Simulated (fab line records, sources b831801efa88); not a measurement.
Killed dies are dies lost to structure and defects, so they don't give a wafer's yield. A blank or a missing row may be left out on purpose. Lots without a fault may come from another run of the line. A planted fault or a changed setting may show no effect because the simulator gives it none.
Which tool did it? | flow sky130 | 15 lots, 45 wafers sampled, at 3 steps of a route of 708

WHAT THE GAUGES READ, wafer by wafer
SKY_VIA1_THK_MEAS_01. Usual: VIA1_HDPCVD_THK 1040 nm, standard deviation 9.4.
lot  | measured     | on            | VIA1_HDPCVD_THK (nm) | flag
L659 | day 33 13:56 | film_metro-02 | 1049 1052 1043       |
L661 | day 33 22:49 | film_metro-02 | 1009 1037 1025       |
L662 | day 34 12:34 | film_metro-02 | 1028 1039 1024       |
L663 | day 34 23:54 | film_metro-03 | 1032 1042 1041       |
L664 | day 35 06:20 | film_metro-01 | 1052 1056 1051       |
L671 | day 37 13:10 | film_metro-02 | 1047 1046 1037       |
L672 | day 37 16:01 | film_metro-02 | 1042 1045 1038       |
L673 | day 38 01:59 | film_metro-02 | 1027 1035 1040       |
L675 | day 38 10:43 | film_metro-03 | 1048 1052 1051       |
L674 | day 38 15:22 | film_metro-01 | 1051 1036 1027       |
L676 | day 39 05:13 | film_metro-01 | 1038 1036 1033       |
L678 | day 39 07:19 | film_metro-02 | 1047 1050 1039       |
L677 | day 39 16:46 | film_metro-03 | 1046 1031 1039       |
L679 | day 39 22:20 | film_metro-02 | 1034 1051 1041       |
L680 | day 40 02:56 | film_metro-01 | 1049 1051 1045       |

SKY_VIA1_CD_MEAS_12: target cd 150 nm. Usual: cd_nm 149.4 nm, standard deviation 1.9.
lot  | measured     | on        | cd_nm (nm)        | flag
L659 | day 34 16:24 | cd_sem-02 | 148.1 146.6 149.7 |
L661 | day 35 00:47 | cd_sem-01 | 149.7 148.2 149.4 |
L662 | day 35 15:17 | cd_sem-02 | 149.1 150.4 151.0 |
L663 | day 36 03:05 | cd_sem-01 | 150.7 154.4 151.6 |
L664 | day 36 09:13 | cd_sem-02 | 150.5 149.5 150.4 |
L671 | day 38 14:40 | cd_sem-01 | 151.7 151.6 151.6 |
L672 | day 38 17:35 | cd_sem-01 | 152.2 150.7 151.0 |
L673 | day 39 03:38 | cd_sem-02 | 151.2 151.7 148.8 |
L675 | day 39 11:29 | cd_sem-02 | 148.2 148.0 148.4 |
L674 | day 39 16:23 | cd_sem-02 | 148.4 148.2 148.7 |
L676 | day 40 06:32 | cd_sem-02 | 148.4 148.8 149.1 |
L678 | day 40 09:14 | cd_sem-02 | 146.9 144.8 149.0 |
L677 | day 40 17:23 | cd_sem-01 | 150.4 150.4 150.4 |
L679 | day 40 23:13 | cd_sem-01 | 149.8 150.0 149.9 |
L680 | day 41 03:06 | cd_sem-02 | 146.8 147.8 147.8 |

WHICH TOOL RAN EACH LOT (tool, then ch and the chambers of the sampled wafers, then the start)
lot  | SKY_VIA1_CMP_02
L659 | cmp-02 ch 0,1,3, day 33 14:02
L661 | cmp-02 ch 0,3, day 33 22:53
L662 | cmp-01 ch 0,2, day 34 12:38
L663 | cmp-01 ch 0,2,3, day 35 00:01
L664 | cmp-01 ch 0,1,2, day 35 06:26
L671 | cmp-02 ch 0,2,3, day 37 13:20
L672 | cmp-02 ch 0,2,3, day 37 16:04
L673 | cmp-01 ch 0,1,3, day 38 02:02
L675 | cmp-01 ch 0,1,3, day 38 10:52
L674 | cmp-02 ch 1,2,3, day 38 15:25
L676 | cmp-01 ch 0,1, day 39 05:28
L678 | cmp-02 ch 0,2,3, day 39 07:28
L677 | cmp-01 ch 1,2,3, day 39 16:55
L679 | cmp-01 ch 0,2,3, day 39 22:47
L680 | cmp-01 ch 0,1,3, day 40 02:59
- SKY_VIA1_CMP_02: polishes SiO2.

WHAT THE TOOLS THEMSELVES READ (means of the sampled wafers that have a number; where no wafer has one, the mark that the record gives instead)
SKY_VIA1_CMP_02. Usual: head_pressure_psi 4.000 psi, standard deviation 0.0086; motor_current_A 11.8 A, standard deviation 1.1.
lot  | tool   | head_pressure_psi (psi) | motor_current_A (A) | flag
L659 | cmp-02 | 4.001                   | 12.4                |
L661 | cmp-02 | 3.996                   | 12.5                |
L662 | cmp-01 | 3.998                   | 12.2                |
L663 | cmp-01 | 3.995                   | 11.3                |
L664 | cmp-01 | 3.999                   | 12.2                |
L671 | cmp-02 | 4.001                   | 11.4                |
L672 | cmp-02 | 3.996                   | 11.2                |
L673 | cmp-01 | 3.992                   | 11.8                |
L675 | cmp-01 | 4.004                   | 12.0                |
L674 | cmp-02 | 4.012                   | 11.5                |
L676 | cmp-01 | 3.996                   | 12.6                |
L678 | cmp-02 | 4.003                   | 11.0                |
L677 | cmp-01 | 4.001                   | 11.3                |
L679 | cmp-01 | 3.998                   | 12.1                |
L680 | cmp-01 | 4.007                   | 12.1                |

THE ANSWER, worked out from the rows above alone
Rule: a lot is off if the mean of its wafers that have a number lies more than 3 standard deviations from the usual mean. A lot without any number at a reading at which 4 lots or more have one is off too. The other lots that the step has rows for count as sound. The gauges are gone through in route order, then the tools' own readings, and for those a lot's mean is taken as printed above. The first step at which some lot is off is used, and at that step the reading that is off furthest; a lot without a number counts as furthest.
No lot is off at any reading shown: from this, nothing can be told.

WHAT THE SIMULATOR HAD PUT IN
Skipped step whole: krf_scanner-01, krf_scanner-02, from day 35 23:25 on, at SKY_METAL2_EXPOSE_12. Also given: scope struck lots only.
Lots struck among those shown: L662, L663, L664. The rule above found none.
